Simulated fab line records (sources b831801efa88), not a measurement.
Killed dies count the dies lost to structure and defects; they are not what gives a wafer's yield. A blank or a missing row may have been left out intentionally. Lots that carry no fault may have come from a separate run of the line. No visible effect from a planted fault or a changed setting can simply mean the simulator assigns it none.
What tool caused it?    flow sky130    18 wafers sampled from 6 lots at 1 step of a route of 708

== WHAT THE GAUGES SHOWED, per wafer ==
SKY_FIELD_ISO_THK_MEAS_04.
lot   measured     on             FIELD_ISO_CVD_03_THK (nm)
L572  day 2 05:43  film-metro-01  165.2 164.1 165.4
L574  day 2 14:29  film-metro-01  166.1 166.0 165.9
L577  day 3 05:29  film-metro-02  167.3 167.2 166.3
L585  day 4 22:51  film-metro-03  165.6 166.4 166.3
L588  day 5 13:22  film-metro-01  167.4 166.5 166.0
L590  day 6 00:50  film-metro-02  167.8 166.9 166.1

== TOOL THAT RAN EACH LOT (tool first, then ch and the chambers of the sampled wafers, then the start) ==
Record: no process step prior to these readings.

== THE ANSWER, worked out from the rows above alone ==
Rule: what is usual is taken from the lots themselves. The widest of any qualifying gaps counts: lots, ordered by their means at a reading, are off when they make up no more than a third of the lots, leave a main group of 4 or more, and stand apart from it by 3 or more times the standard deviation of that group's means. The tables above print the reading to a certain number of digits; a main group whose means all agree to those digits is not used. Also off: a lot with no number at a reading for which 4 or more lots have one. Any other lot the step has rows for is counted as sound.
Across all readings shown, no lot is off: no conclusion can be drawn from this.

== WHAT THE SIMULATOR HAD INSERTED ==
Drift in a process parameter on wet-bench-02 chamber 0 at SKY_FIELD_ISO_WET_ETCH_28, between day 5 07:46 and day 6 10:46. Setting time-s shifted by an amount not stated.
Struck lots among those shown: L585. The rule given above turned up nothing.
